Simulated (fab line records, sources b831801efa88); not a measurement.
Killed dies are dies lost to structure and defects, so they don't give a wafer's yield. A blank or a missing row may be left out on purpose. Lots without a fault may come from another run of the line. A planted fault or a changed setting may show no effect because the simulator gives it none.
One fault seen from 2 desks | flow sky130 | each desk has only its own numbers; what lay behind them comes last

THE METROLOGY DESK
What the gauges read, lot by lot, whatever tool the lot ran on: means of the sampled wafers that have a number. A lot is out of limits, marked OUT, if its mean lies more than 4 standard deviations from the usual mean; the brackets give that distance.
Columns: A = METAL2_ALCU_RS at SKY_METAL2_RS_MEAS_05, usual 0.1262 ohm/sq
lot  | first seen here | A
L238 | day 33 18:38    | 0.1263
L240 | day 34 11:04    | 0.1258
L242 | day 35 04:40    | 0.1277
L243 | day 35 10:52    | 0.1262
L244 | day 35 20:43    | 0.1252
L245 | day 36 07:40    | 0.1275
L253 | day 38 21:05    | 0.1251
L255 | day 39 05:53    | 0.1263
L257 | day 40 01:40    | 0.1271
L258 | day 40 02:21    | 0.1262
L259 | day 40 10:21    | 0.1269
This desk's finding: nothing out of limits on any of the 11 lots.

THE TOOL OWNER'S DESK: pvd_sputter-02
The tool's own readings at SKY_METAL3_SPUTTER_03 (material Ti, target thk 5 nm, time 3.3 s): means of the sampled wafers that have a number, for each lot that ran on this tool. A lot is out of limits, marked OUT, if its mean lies more than 4 standard deviations from the usual mean; the brackets give that distance.
Columns: A = cathode_dc_power_W at SKY_METAL3_SPUTTER_03, usual 3000.0 W; B = chamber_pressure_pa at SKY_METAL3_SPUTTER_03, usual 0.3999 Pa; C = throttle_valve_pct at SKY_METAL3_SPUTTER_03, usual 30.3 %
lot  | first seen here | A      | B                        | C
L238 | day 36 03:28    | 2999.5 | 0.4010                   | 30.3
L240 | day 36 18:38    | 2999.9 | 0.4003                   | 30.3
L243 | day 37 19:13    | 3000.4 | 0.4842 (+99 or more) OUT | 27.8
L244 | day 38 04:34    | 2999.8 | 0.4831 (+99 or more) OUT | 28.0
L245 | day 38 15:22    | 2999.8 | 0.4837 (+99 or more) OUT | 28.0
L255 | day 41 10:23    | 2999.9 | 0.4012                   | 30.0
L257 | day 42 05:01    | 3000.0 | 0.3997                   | 30.4
L258 | day 42 05:57    | 3000.1 | 0.3988                   | 30.0
This desk's finding: out of limits on L243, L244, L245; first on L243, day 37 19:13 (chamber_pressure_pa at SKY_METAL3_SPUTTER_03). In limits: L238, L240, L255, L257, L258.

PUT TOGETHER
The tool owner's desk could have raised an alarm at day 37 19:13, on L243, L244, L245.
The metrology desk saw nothing out of limits.
The metrology desk has L243, L244, L245 on record, within its limits.
Of the lots named, all ran SKY_METAL3_SPUTTER_03 on pvd_sputter-02.

WHAT THE SIMULATOR HAD PUT IN
Process parameter drift: pvd_sputter-02, from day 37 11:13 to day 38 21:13, at SKY_METAL3_SPUTTER_03. Setting chamber_pressure_pa, moved by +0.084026, from 0.4. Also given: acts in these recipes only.
Lots struck among those shown: L243, L244, L245.
Hours from the fault's start to each desk's first reading out of limits: the tool owner's desk, 8.
